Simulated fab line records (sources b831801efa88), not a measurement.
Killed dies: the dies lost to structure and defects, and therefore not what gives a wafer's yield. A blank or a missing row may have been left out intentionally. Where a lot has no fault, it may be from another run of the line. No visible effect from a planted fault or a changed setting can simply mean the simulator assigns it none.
fab line records + flow gf180mcu
record:
- lots: 6
- wafers: 18
- last-day: 34
route steps=602 shown V2@401 M3@409
lots that met no fault: taken from a fault-free run of the same line
start-h: hours from the record's opening day to when the first of the lot's shown wafers began + wait-h: hours since the lot's step before + " as in the row above + L1.1+2: one row covering several wafers at once + - no value, or no start was given + * or withheld: withheld + < > ~ a bound
route shown NAME@n: a module of which the file shows steps, and the number in the route of the first + usual: the fault-free wafers' mean and standard deviation + same: alike in all rows + chamber/n: place in a boat + sites: readings site by site + _std_site: the values' standard deviation + _edge_site: inner sites' mean taken away from outer sites' mean + radius-mm: how far each site lies from the wafer's centre + mask NAME#n: copy n + behind: tool/chamber where the wafer was last shaped + hold: why the lot went on hold/how many hours it stayed there/how the hold came to an end + device: whichever transistor did not switch (one of n, p or np) + end of line: at the end of the route, the tests of the same wafers + a step without rows: its recipe alone + killed: not the wafer's yield, but the dies lost to structure and defects at the first sort + map: a wafer's dies, x killed, . not, _ none there
set.NAME: the setting as run; set.NAME@STEP: as run at that earlier step + model.NAME: the simulator's own value behind a step, which no gauge read
certain route steps with their lots: each step a table, each wafer a row
services: from which hour (start-h, from the record's first day; less than 0 if before it) a tool's chamber was out of use, for how many hours, and why
== steps ==
step: GF_V2_STRIP_19
recipe:
- chemistry: post-etch-residue-remover
- time-s: 1200
- temp-c: 72.5
step: GF_V2_CLEAN_20
recipe:
- chemistry: DIW
- dry: n2-spin
step: GF_V2_SPUTTER_21
recipe:
- material: Ti
- target-thk-nm: 15
- chamber-pressure-pa: 5
- power-w: 2500
- substrate-temp-c: 200
- time-s: 80.02
usual:
- cathode-dc-power-W: 2500.0/0.41
- chamber-pressure-pa: 5.000/0.011
- throttle-valve-pct: 29.9/1.3
| lot.wafer | tool           | chamber | start-h | wait-h | cathode-dc-power-W | chamber-pressure-pa | throttle-valve-pct |
|-----------|----------------|---------|---------|--------|--------------------|---------------------|--------------------|
| L195.3    | pvd-sputter-03 | -       | 475.56  | 0.0    | 2500.3             | 5.009               | 29.9               |
| L195.4    | "              | -       | "       | "      | 2500.7             | 4.989               | 30.3               |
| L195.5    | "              | -       | "       | "      | 2500.7             | 5.023               | 30.1               |
| L210.2    | pvd-sputter-03 | -       | 607.83  | 0.0    | 2500.0             | 5.018               | 31.1               |
| L210.3    | "              | -       | "       | "      | 2499.7             | 5.000               | 30.1               |
| L210.5    | "              | -       | "       | "      | 2500.0             | 5.019               | 31.0               |
| L211.4    | pvd-sputter-02 | -       | 615.83  | 0.0    | 2500.2             | 5.000               | 30.0               |
| L211.5    | "              | -       | "       | "      | 2499.8             | 4.997               | 31.1               |
| L211.6    | "              | -       | "       | "      | 2500.5             | 4.998               | 28.1               |
| L214.1    | pvd-sputter-02 | -       | 633.26  | 0.0    | 2500.5             | 5.013               | 28.1               |
| L214.3    | "              | -       | "       | "      | 2499.6             | 5.003               | 30.3               |
| L214.4    | "              | -       | "       | "      | 2500.1             | 5.000               | 31.7               |
| L215.2    | pvd-sputter-04 | -       | 639.34  | 0.0    | 2499.6             | 5.011               | 29.9               |
| L215.3    | "              | -       | "       | "      | 2500.2             | 4.994               | 27.1               |
| L215.5    | "              | -       | "       | "      | 2499.7             | 5.004               | 27.1               |
| L216.1    | pvd-sputter-02 | -       | 647.16  | 0.0    | 2499.4             | 5.017               | 28.2               |
| L216.2    | "              | -       | "       | "      | 2500.1             | 4.995               | 29.9               |
| L216.3    | "              | -       | "       | "      | 2499.8             | 4.989               | 31.0               |
step: GF_V2_SPUTTER_22
recipe:
- material: TiN
- target-thk-nm: 10
- chamber-pressure-pa: 5
- power-w: 4000
- time-s: 40
step: GF_V2_CVD_23
recipe:
- material: W
- target-thk-nm: 350
- time-s: 104.94
- temp-c: 400
- pressure-torr: 40
step: GF_V2_RS_MEAS_24
recipe:
- thk-meas-gauge: four-point-probe
- reads: W_of_V2_CVD_23+TiN_of_V2_SPUTTER_22+Ti_of_V2_SPUTTER_21
usual:
- V2_W_RS: 0.3289/0.0027
| lot.wafer | tool          | chamber | start-h | wait-h | V2_W_RS[ohm/sq] |
|-----------|---------------|---------|---------|--------|-----------------|
| L195.3    | film-metro-03 | -       | 475.81  | 0.1    | 0.3270          |
| L195.4    | "             | -       | "       | "      | 0.3295          |
| L195.5    | "             | -       | "       | "      | 0.3301          |
| L210.2    | film-metro-02 | -       | 608.06  | 0.1    | 0.3319          |
| L210.3    | "             | -       | "       | "      | 0.3362          |
| L210.5    | "             | -       | "       | "      | 0.3335          |
| L211.4    | film-metro-02 | -       | 616.10  | 0.1    | 0.3304          |
| L211.5    | "             | -       | "       | "      | 0.3275          |
| L211.6    | "             | -       | "       | "      | 0.3241          |
| L214.1    | film-metro-04 | -       | 633.47  | 0.1    | 0.3250          |
| L214.3    | "             | -       | "       | "      | 0.3292          |
| L214.4    | "             | -       | "       | "      | 0.3262          |
| L215.2    | film-metro-04 | -       | 639.61  | 0.1    | 0.3318          |
| L215.3    | "             | -       | "       | "      | 0.3301          |
| L215.5    | "             | -       | "       | "      | 0.3353          |
| L216.1    | film-metro-02 | -       | 647.37  | 0.1    | 0.3263          |
| L216.2    | "             | -       | "       | "      | 0.3258          |
| L216.3    | "             | -       | "       | "      | 0.3278          |
step: GF_V2_THK_MEAS_25
recipe:
- thk-meas-gauge: xrf
- reads: W_of_V2_CVD_23
usual:
- V2_W_THK: 348/4.3
| lot.wafer | tool          | chamber | start-h | wait-h | V2_W_THK[nm] |
|-----------|---------------|---------|---------|--------|--------------|
| L195.3    | film-metro-03 | -       | 475.91  | 0.1    | 350          |
| L195.4    | "             | -       | "       | "      | 345          |
| L195.5    | "             | -       | "       | "      | 346          |
| L210.2    | film-metro-02 | -       | 608.17  | 0.1    | 347          |
| L210.3    | "             | -       | "       | "      | 342          |
| L210.5    | "             | -       | "       | "      | 345          |
| L211.4    | film-metro-02 | -       | 616.19  | 0.1    | 346          |
| L211.5    | "             | -       | "       | "      | 347          |
| L211.6    | "             | -       | "       | "      | 353          |
| L214.1    | film-metro-04 | -       | 633.59  | 0.1    | 348          |
| L214.3    | "             | -       | "       | "      | 343          |
| L214.4    | "             | -       | "       | "      | 348          |
| L215.2    | film-metro-04 | -       | 639.72  | 0.1    | 341          |
| L215.3    | "             | -       | "       | "      | 343          |
| L215.5    | "             | -       | "       | "      | 340          |
| L216.1    | film-metro-02 | -       | 647.49  | 0.1    | 359          |
| L216.2    | "             | -       | "       | "      | 357          |
| L216.3    | "             | -       | "       | "      | 353          |
step: GF_V2_CMP_26
recipe:
- stop-on: SiO2
- down-force-psi: 3.5
- platen-rpm: 60
- t-overpolish-s: 15
- target-thk-nm: 0
- pad-velocity-m-s: 0.94248
usual:
- motor-current-A: 10.7/1
- overpolish-run-s: 15.000/0.0092
- platen-rpm: 60.00/0.043
- time-to-endpoint-s: 84.9/2.8
same:
- t-overpolish-s: 15
| lot.wafer | tool   | chamber | start-h | wait-h | motor-current-A | overpolish-run-s | platen-rpm | time-to-endpoint-s |
|-----------|--------|---------|---------|--------|-----------------|------------------|------------|--------------------|
| L195.4    | cmp-02 | 3       | 476.07  | 0.1    | 12.8            | 14.993           | 59.97      | 83.4               |
| L195.3    | "      | 0       | "       | "      | 11.5            | 14.985           | 59.99      | 81.9               |
| L195.5    | "      | 2       | "       | "      | 10.4            | 14.983           | 59.98      | 83.5               |
| L210.3    | cmp-01 | 1       | 608.22  | 0.0    | 11.0            | 14.988           | 60.02      | 82.2               |
| L210.2    | "      | 3       | "       | "      | 10.5            | 15.007           | 60.03      | 84.5               |
| L210.5    | "      | 1       | "       | "      | 10.8            | 14.990           | 60.07      | 82.5               |
| L211.4    | cmp-01 | 0       | 616.22  | 0.0    | 9.7             | 15.018           | 59.96      | 85.1               |
| L211.5    | "      | 0       | "       | "      | 9.4             | 15.003           | 59.97      | 86.8               |
| L211.6    | "      | 1       | "       | "      | 10.7            | 14.998           | 60.09      | 90.4               |
| L214.4    | cmp-02 | 0       | 633.70  | 0.1    | 11.9            | 15.012           | 59.99      | 79.6               |
| L214.3    | "      | 1       | "       | "      | 12.1            | 15.002           | 59.96      | 78.7               |
| L214.1    | "      | 2       | "       | "      | 10.1            | 15.000           | 59.91      | 83.7               |
| L215.3    | cmp-02 | 1       | 639.77  | 0.0    | 11.6            | 15.004           | 60.05      | 78.6               |
| L215.2    | "      | 0       | "       | "      | 12.0            | 15.007           | 60.02      | 78.8               |
| L215.5    | "      | 2       | "       | "      | 10.0            | 14.998           | 60.05      | 79.2               |
| L216.2    | cmp-01 | 1       | 647.55  | 0.0    | 10.4            | 15.006           | 60.01      | 86.0               |
| L216.3    | "      | 2       | "       | "      | 10.1            | 14.984           | 60.01      | 84.9               |
| L216.1    | "      | 0       | "       | "      | 9.7             | 14.998           | 60.01      | 83.6               |
step: GF_M3_SPUTTER_00
recipe:
- material: Ti
- target-thk-nm: 37.5
- arriving-ion-energy-ev: 80
- substrate-temp-c: 200
- chamber-pressure-pa: 2
- power-w: 4000
- time-s: 150
usual:
- cathode-dc-power-W: 4000.1/0.72
- chamber-pressure-pa: 2.000/0.0041
- throttle-valve-pct: 30.3/1
| lot.wafer | tool           | chamber | start-h | wait-h | cathode-dc-power-W | chamber-pressure-pa | throttle-valve-pct |
|-----------|----------------|---------|---------|--------|--------------------|---------------------|--------------------|
| L195.3    | pvd-sputter-02 | -       | 476.27  | 0.1    | 4000.3             | 2.006               | 31.6               |
| L195.4    | "              | -       | "       | "      | 4000.2             | 1.998               | 30.9               |
| L195.5    | "              | -       | "       | "      | 3999.9             | 1.998               | 29.9               |
| L210.2    | pvd-sputter-01 | -       | 608.52  | 0.1    | 3999.3             | 2.002               | 30.3               |
| L210.3    | "              | -       | "       | "      | 4000.0             | 1.999               | 31.2               |
| L210.5    | "              | -       | "       | "      | 4000.3             | 1.998               | 31.1               |
| L211.4    | pvd-sputter-03 | -       | 616.57  | 0.3    | 3998.9             | 2.001               | 30.2               |
| L211.5    | "              | -       | "       | "      | 3999.1             | 2.001               | 30.3               |
| L211.6    | "              | -       | "       | "      | 4000.5             | 1.997               | 30.9               |
| L214.1    | pvd-sputter-03 | -       | 633.95  | 0.1    | 3998.9             | 1.999               | 29.9               |
| L214.3    | "              | -       | "       | "      | 4000.1             | 1.999               | 30.2               |
| L214.4    | "              | -       | "       | "      | 3998.7             | 2.000               | 30.9               |
| L215.2    | pvd-sputter-02 | -       | 640.07  | 0.1    | 4000.0             | 2.003               | 28.0               |
| L215.3    | "              | -       | "       | "      | 4000.4             | 1.999               | 31.1               |
| L215.5    | "              | -       | "       | "      | 4000.8             | 2.004               | 28.4               |
| L216.1    | pvd-sputter-02 | -       | 647.85  | 0.1    | 4001.0             | 2.004               | 31.4               |
| L216.2    | "              | -       | "       | "      | 4000.8             | 1.998               | 29.7               |
| L216.3    | "              | -       | "       | "      | 3999.1             | 2.006               | 31.0               |
step: GF_M3_SPUTTER_01
recipe:
- material: TiN
- target-thk-nm: 30
- power-w: 6500
- time-s: 25
- chamber-pressure-pa: 0.4
usual:
- cathode-dc-power-W: 6500.0/1.2
- chamber-pressure-pa: 0.3999/0.00076
- throttle-valve-pct: 30.3/0.99
| lot.wafer | tool           | chamber | start-h | wait-h | cathode-dc-power-W | chamber-pressure-pa | throttle-valve-pct |
|-----------|----------------|---------|---------|--------|--------------------|---------------------|--------------------|
| L195.3    | pvd-sputter-02 | -       | 476.37  | 0.1    | 6500.0             | 0.4008              | 31.7               |
| L195.4    | "              | -       | "       | "      | 6499.1             | 0.4015              | 31.0               |
| L195.5    | "              | -       | "       | "      | 6496.1             | 0.3996              | 29.9               |
| L210.2    | pvd-sputter-01 | -       | 608.62  | 0.1    | 6499.7             | 0.3998              | 30.6               |
| L210.3    | "              | -       | "       | "      | 6501.8             | 0.4008              | 31.0               |
| L210.5    | "              | -       | "       | "      | 6501.0             | 0.3987              | 31.0               |
| L211.4    | pvd-sputter-03 | -       | 616.64  | 0.0    | 6500.0             | 0.4001              | 30.4               |
| L211.5    | "              | -       | "       | "      | 6498.7             | 0.4011              | 30.1               |
| L211.6    | "              | -       | "       | "      | 6500.6             | 0.3998              | 30.9               |
| L214.1    | pvd-sputter-03 | -       | 634.05  | 0.1    | 6500.3             | 0.3991              | 29.9               |
| L214.3    | "              | -       | "       | "      | 6499.9             | 0.4007              | 30.6               |
| L214.4    | "              | -       | "       | "      | 6501.7             | 0.4007              | 31.2               |
| L215.2    | pvd-sputter-02 | -       | 640.17  | 0.1    | 6498.7             | 0.4003              | 28.2               |
| L215.3    | "              | -       | "       | "      | 6498.2             | 0.4013              | 31.1               |
| L215.5    | "              | -       | "       | "      | 6498.7             | 0.4004              | 28.4               |
| L216.1    | pvd-sputter-02 | -       | 647.95  | 0.1    | 6501.8             | 0.4001              | 31.4               |
| L216.2    | "              | -       | "       | "      | 6502.3             | 0.4008              | 30.0               |
| L216.3    | "              | -       | "       | "      | 6499.7             | 0.4001              | 31.0               |
step: GF_M3_SPUTTER_02
recipe:
- material: AlCu
- target-thk-nm: 450
- power-w: 10600
- time-s: 23.9
- chamber-pressure-pa: 0.4
step: GF_M3_SPUTTER_03
recipe:
- material: Ti
- target-thk-nm: 10
- substrate-temp-c: 300
- chamber-pressure-pa: 0.3
- power-w: 3000
- time-s: 6.7
step: GF_M3_SPUTTER_04
recipe:
- material: TiN
- target-thk-nm: 50
- power-w: 6500
- time-s: 41.7
- chamber-pressure-pa: 0.4
usual:
- cathode-dc-power-W: 6499.9/1.2
- chamber-pressure-pa: 0.4000/0.00091
- throttle-valve-pct: 30.3/1
| lot.wafer | tool           | chamber | start-h | wait-h | cathode-dc-power-W | chamber-pressure-pa | throttle-valve-pct |
|-----------|----------------|---------|---------|--------|--------------------|---------------------|--------------------|
| L195.3    | pvd-sputter-02 | -       | 476.45  | 0.0    | 6502.1             | 0.4011              | 31.5               |
| L195.4    | "              | -       | "       | "      | 6500.6             | 0.4004              | 31.0               |
| L195.5    | "              | -       | "       | "      | 6502.2             | 0.4009              | 30.3               |
| L210.2    | pvd-sputter-01 | -       | 608.70  | 0.0    | -                  | -                   | -                  |
| L210.3    | "              | -       | "       | "      | -                  | -                   | -                  |
| L210.5    | "              | -       | "       | "      | -                  | -                   | -                  |
| L211.4    | pvd-sputter-03 | -       | 616.72  | 0.0    | -                  | -                   | -                  |
| L211.5    | "              | -       | "       | "      | -                  | -                   | -                  |
| L211.6    | "              | -       | "       | "      | -                  | -                   | -                  |
| L214.1    | pvd-sputter-03 | -       | 634.13  | 0.0    | 6499.8             | 0.3996              | 30.0               |
| L214.3    | "              | -       | "       | "      | 6501.4             | 0.4004              | 30.3               |
| L214.4    | "              | -       | "       | "      | 6500.0             | 0.4000              | 31.0               |
| L215.2    | pvd-sputter-02 | -       | 640.25  | 0.0    | 6499.6             | 0.4006              | 28.5               |
| L215.3    | "              | -       | "       | "      | 6498.7             | 0.3996              | 30.9               |
| L215.5    | "              | -       | "       | "      | 6500.6             | 0.4015              | 27.9               |
| L216.1    | pvd-sputter-02 | -       | 648.03  | 0.0    | 6501.8             | 0.4004              | 31.7               |
| L216.2    | "              | -       | "       | "      | 6500.1             | 0.3998              | 30.1               |
| L216.3    | "              | -       | "       | "      | 6498.8             | 0.3999              | 31.0               |
step: GF_M3_THK_MEAS_06
recipe:
- thk-meas-gauge: xrf
- reads: AlCu_of_M3_SPUTTER_02
usual:
- M3_ALCU_THK: 449/4.6
| lot.wafer | tool          | chamber | start-h | wait-h | M3_ALCU_THK[nm] |
|-----------|---------------|---------|---------|--------|-----------------|
| L195.3    | film-metro-02 | -       | 476.63  | 0.1    | 443             |
| L195.4    | "             | -       | "       | "      | 445             |
| L195.5    | "             | -       | "       | "      | 451             |
| L210.2    | film-metro-03 | -       | 608.87  | 0.1    | 504             |
| L210.3    | "             | -       | "       | "      | 500             |
| L210.5    | "             | -       | "       | "      | 505             |
| L211.4    | film-metro-03 | -       | 616.89  | 0.1    | 504             |
| L211.5    | "             | -       | "       | "      | 504             |
| L211.6    | "             | -       | "       | "      | 505             |
| L214.1    | film-metro-03 | -       | 634.29  | 0.1    | 449             |
| L214.3    | "             | -       | "       | "      | 454             |
| L214.4    | "             | -       | "       | "      | 457             |
| L215.2    | film-metro-02 | -       | 640.42  | 0.1    | 447             |
| L215.3    | "             | -       | "       | "      | 445             |
| L215.5    | "             | -       | "       | "      | 440             |
| L216.1    | film-metro-03 | -       | 648.19  | 0.1    | 450             |
| L216.2    | "             | -       | "       | "      | 451             |
| L216.3    | "             | -       | "       | "      | 452             |
step: GF_M3_DEHYDRATE_07
recipe:
- temp-c: 200
- time-s: 60
step: GF_M3_HMDS_08
recipe:
- prime-time-s: 60
- prime-temp-c: 120
step: GF_M3_COAT_09
recipe:
- resist: KrF
- spin-rpm: withheld
- resist-thk-nm: 1000
step: GF_M3_SOFTBAKE_10
recipe:
- temp-c: 130
- time-s: 60
- resist: KrF
step: GF_M3_EXPOSE_11
recipe:
- mask-id: Metal3
- target-cd-nm: 280
- na: 0.68
- source-shape: conventional
- sigma-outer: 0.6
- dose-mj: 28
step: GF_M3_PEB_12
recipe:
- peb-temp-c: 135
- peb-time-s: 90
- resist: KrF
step: GF_M3_DEVELOP_13
recipe:
- develop-time-s: 60
- dev-temp-c: 21
step: GF_M3_CD_MEAS_14
recipe:
- target-cd-nm: 280
usual:
- cd-nm: 279.9/1.3
| lot.wafer | tool      | chamber | start-h | wait-h | cd-nm |
|-----------|-----------|---------|---------|--------|-------|
| L195.3    | cd-sem-02 | -       | 500.61  | 0.1    | 278.6 |
| L195.4    | "         | -       | "       | "      | 278.5 |
| L195.5    | "         | -       | "       | "      | 278.4 |
| L210.2    | cd-sem-01 | -       | 629.25  | 0.1    | 281.7 |
| L210.3    | "         | -       | "       | "      | 281.1 |
| L210.5    | "         | -       | "       | "      | 281.2 |
| L211.4    | cd-sem-02 | -       | 636.63  | 0.1    | 279.0 |
| L211.5    | "         | -       | "       | "      | 278.8 |
| L211.6    | "         | -       | "       | "      | 279.2 |
| L214.1    | cd-sem-02 | -       | 654.01  | 0.1    | 281.2 |
| L214.3    | "         | -       | "       | "      | 280.6 |
| L214.4    | "         | -       | "       | "      | 281.0 |
| L215.2    | cd-sem-02 | -       | 660.33  | 0.1    | 279.8 |
| L215.3    | "         | -       | "       | "      | 279.3 |
| L215.5    | "         | -       | "       | "      | 280.0 |
| L216.1    | cd-sem-02 | -       | 666.83  | 0.1    | 281.5 |
| L216.2    | "         | -       | "       | "      | 283.0 |
| L216.3    | "         | -       | "       | "      | 282.0 |
step: GF_M3_OVL_MEAS_15
usual:
- M3_OVL: 4/5.9
| lot.wafer | tool       | chamber | start-h | wait-h | M3_OVL[nm] |
|-----------|------------|---------|---------|--------|------------|
| L195.3    | overlay-02 | -       | 500.70  | 0.1    | 6          |
| L195.4    | "          | -       | "       | "      | 7          |
| L195.5    | "          | -       | "       | "      | 0          |
| L210.2    | overlay-02 | -       | 629.36  | 0.1    | 10         |
| L210.3    | "          | -       | "       | "      | 8          |
| L210.5    | "          | -       | "       | "      | 5          |
| L211.4    | overlay-01 | -       | 636.71  | 0.1    | -5         |
| L211.5    | "          | -       | "       | "      | -4         |
| L211.6    | "          | -       | "       | "      | 0          |
| L214.1    | overlay-01 | -       | 654.13  | 0.1    | 5          |
| L214.3    | "          | -       | "       | "      | 7          |
| L214.4    | "          | -       | "       | "      | 6          |
| L215.2    | overlay-01 | -       | 660.44  | 0.1    | 2          |
| L215.3    | "          | -       | "       | "      | 7          |
| L215.5    | "          | -       | "       | "      | 8          |
| L216.1    | overlay-02 | -       | 666.95  | 0.1    | 4          |
| L216.2    | "          | -       | "       | "      | 10         |
| L216.3    | "          | -       | "       | "      | 9          |
step: GF_M3_METAL_ETCH_16
recipe:
- chemistry: Cl2/BCl3
- mask-material: KrF
- target-depth-nm: 627.5
- stop-on: SiO2
- pressure-mtorr: 8
- icp-w: 800
- bias-w: 140
- Cl2_flow_sccm: 80
- bcl3-flow-sccm: 40
- time-s: 104.6
usual:
- drypump-motor-current-A: 5.8/0.43
- oes-product-au: 0.971/0.0057
- throttle-valve-pct: 28.252/0.01
| lot.wafer | tool         | chamber | start-h | wait-h | drypump-motor-current-A | oes-product-au | rf-hours-counter-h | throttle-valve-pct |
|-----------|--------------|---------|---------|--------|-------------------------|----------------|--------------------|--------------------|
| L195.3    | rie-metal-02 | 0       | 500.77  | 0.1    | 5.5                     | 0.971          | -                  | 28.264             |
| L195.4    | "            | 1       | "       | "      | 5.7                     | 0.967          | -                  | 28.241             |
| L195.5    | "            | 0       | "       | "      | 5.5                     | 0.968          | -                  | 28.235             |
| L210.2    | rie-metal-01 | 0       | 629.39  | 0.0    | 6.0                     | 1.001          | 2                  | 28.220             |
| L210.3    | "            | 1       | "       | "      | 5.2                     | 0.995          | -                  | 28.241             |
| L210.5    | "            | 1       | "       | "      | 5.2                     | 0.997          | -                  | 28.222             |
| L211.4    | rie-metal-04 | 0       | 636.76  | 0.0    | 6.6                     | 0.991          | -                  | 28.228             |
| L211.5    | "            | 0       | "       | "      | 6.7                     | 0.989          | -                  | 28.228             |
| L211.6    | "            | 1       | "       | "      | 5.9                     | 0.991          | -                  | 28.222             |
| L214.1    | rie-metal-01 | 0       | 654.17  | 0.0    | 6.0                     | 0.969          | 3                  | 28.242             |
| L214.3    | "            | 1       | "       | "      | 5.2                     | 0.976          | -                  | 28.242             |
| L214.4    | "            | 0       | "       | "      | 6.0                     | 0.974          | -                  | 28.248             |
| L215.2    | rie-metal-01 | 1       | 660.47  | 0.0    | 5.3                     | 0.965          | 11                 | 28.252             |
| L215.3    | "            | 0       | "       | "      | 6.0                     | 0.967          | -                  | 28.256             |
| L215.5    | "            | 1       | "       | "      | 5.3                     | 0.964          | -                  | 28.233             |
| L216.1    | rie-metal-02 | 0       | 666.99  | 0.0    | 5.5                     | 0.966          | 10                 | 28.263             |
| L216.2    | "            | 1       | "       | "      | 5.7                     | 0.970          | 6                  | 28.230             |
| L216.3    | "            | 0       | "       | "      | 5.5                     | 0.968          | -                  | 28.227             |
step: GF_M3_STRIP_17
recipe:
- chemistry: O2/N2
- power-w: 1400
- pressure-mtorr: 1500
- platen-temp-c: 250
- o2-flow-sccm: 3000
- n2-flow-sccm: 300
- overash-fraction: 0.5
usual:
- drypump-motor-current-A: 5.5/0.37
- heater-power-w: 325/45
- oes-product-au: 0.557/0.0047
- strip-time-to-endpoint-s: 7.86/0.041
| lot.wafer | tool            | chamber | start-h | wait-h | drypump-motor-current-A | heater-power-w | oes-product-au | rf-hours-counter-h | strip-time-to-endpoint-s |
|-----------|-----------------|---------|---------|--------|-------------------------|----------------|----------------|--------------------|--------------------------|
| L195.3    | plasma-asher-04 | 1       | 500.87  | 0.1    | 6.0                     | 278            | 0.557          | -                  | 7.86                     |
| L195.4    | "               | 0       | "       | "      | 5.3                     | 331            | 0.554          | -                  | 7.85                     |
| L195.5    | "               | 1       | "       | "      | 6.1                     | 283            | 0.552          | -                  | 7.84                     |
| L210.2    | plasma-asher-03 | 1       | 629.50  | 0.1    | 5.9                     | 442            | 0.563          | 84                 | 7.88                     |
| L210.3    | "               | 0       | "       | "      | 5.4                     | 277            | 0.547          | -                  | 7.82                     |
| L210.5    | "               | 0       | "       | "      | 5.4                     | 285            | 0.554          | -                  | 7.82                     |
| L211.4    | plasma-asher-02 | 0       | 636.87  | 0.1    | 5.0                     | 316            | 0.556          | -                  | 7.82                     |
| L211.5    | "               | 0       | "       | "      | 5.1                     | 309            | 0.557          | -                  | 7.87                     |
| L211.6    | "               | 1       | "       | "      | 5.6                     | 363            | 0.562          | -                  | 7.88                     |
| L214.1    | plasma-asher-02 | 0       | 654.28  | 0.1    | 5.0                     | 302            | 0.561          | 105                | 7.82                     |
| L214.3    | "               | 0       | "       | "      | 5.0                     | 320            | 0.553          | -                  | 7.84                     |
| L214.4    | "               | 1       | "       | "      | 5.6                     | 349            | 0.551          | -                  | 7.88                     |
| L215.2    | plasma-asher-04 | 0       | 660.58  | 0.1    | 5.2                     | 336            | 0.562          | 24                 | 7.90                     |
| L215.3    | "               | 0       | "       | "      | 5.2                     | 332            | 0.556          | -                  | 7.90                     |
| L215.5    | "               | 0       | "       | "      | 5.3                     | 323            | 0.568          | -                  | 7.91                     |
| L216.1    | plasma-asher-02 | 1       | 667.10  | 0.1    | 5.6                     | 346            | 0.564          | 107                | 7.98                     |
| L216.2    | "               | 0       | "       | "      | 5.0                     | 317            | 0.559          | 107                | 7.93                     |
| L216.3    | "               | 1       | "       | "      | 5.6                     | 356            | 0.549          | -                  | 7.99                     |
== services ==
| tool            | chamber | start-h | hours | kind   |
|-----------------|---------|---------|-------|--------|
| plasma-asher-02 | -       | 452.64  | 1.2   | repair |
| pvd-sputter-04  | -       | 473.86  | 1.9   | repair |
| pvd-sputter-01  | -       | 490.23  | 2.8   | repair |
| cmp-02          | -       | 501.62  | 5.4   | pm     |
| cmp-02          | -       | 512.59  | 0.9   | repair |
| cmp-01          | -       | 524.18  | 2.5   | repair |
| cmp-02          | -       | 535.64  | 8.7   | repair |
| plasma-asher-02 | -       | 535.96  | 7.0   | repair |
| pvd-sputter-01  | -       | 537.96  | 0.8   | repair |
| cmp-02          | -       | 540.34  | 0.7   | repair |
| plasma-asher-04 | -       | 541.05  | 15.6  | pm     |
| plasma-asher-02 | -       | 546.20  | 1.5   | repair |
| cmp-02          | -       | 556.24  | 0.8   | repair |
| rie-metal-04    | -       | 564.42  | 0.4   | repair |
| cmp-01          | -       | 572.18  | 4.0   | pm     |
| plasma-asher-03 | -       | 577.20  | 4.0   | pm     |
| plasma-asher-02 | -       | 579.63  | 2.8   | pm     |
| pvd-sputter-02  | -       | 581.17  | 1.5   | repair |
| cmp-01          | -       | 591.56  | 3.6   | repair |
| plasma-asher-02 | -       | 612.53  | 0.4   | repair |
| pvd-sputter-01  | -       | 625.85  | 65.9  | repair |
| rie-metal-04    | 1       | 628.14  | 7.9   | repair |
| pvd-sputter-03  | -       | 638.32  | 5.5   | repair |
| pvd-sputter-01  | -       | 663.16  | 5.6   | repair |
== key ==
first-sign:
- step: GF_M3_SPUTTER_04
- reading: tool-record
- direction: missing
effect:
- step: GF_M3_THK_MEAS_06
- reading: M3_ALCU_THK
- direction: up
- sigmas: 12
- usual: 449
- struck: 503
effect:
- step: GF_M3_METAL_ETCH_16
- reading: oes-product-au
- direction: up
- sigmas: 4
- usual: 0.971
- struck: 0.994
met-at GF_M3_SPUTTER_04
struck-wafers L210.2,L210.3,L210.5,L211.4,L211.5,L211.6
later-rows-left-out L210.2,L210.3,L210.5,L211.4,L211.5,L211.6
sort-left-out L210.2,L210.3,L210.5,L211.4,L211.5,L211.6
fault:
- kind: skipped-step-whole
- tool: pvd-sputter-01,pvd-sputter-03
- chamber: -
- onset-h: 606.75
- steps: GF_M3_SPUTTER_04
- scope: struck-lots-only
sort-left-out: the simulated sort isn't trusted on such a fault, so these wafers' sort isn't shown, and their yield isn't known
later-rows-left-out: the simulator's readings of these wafers behind a module that went badly wrong aren't trusted and aren't shown, but for the sort
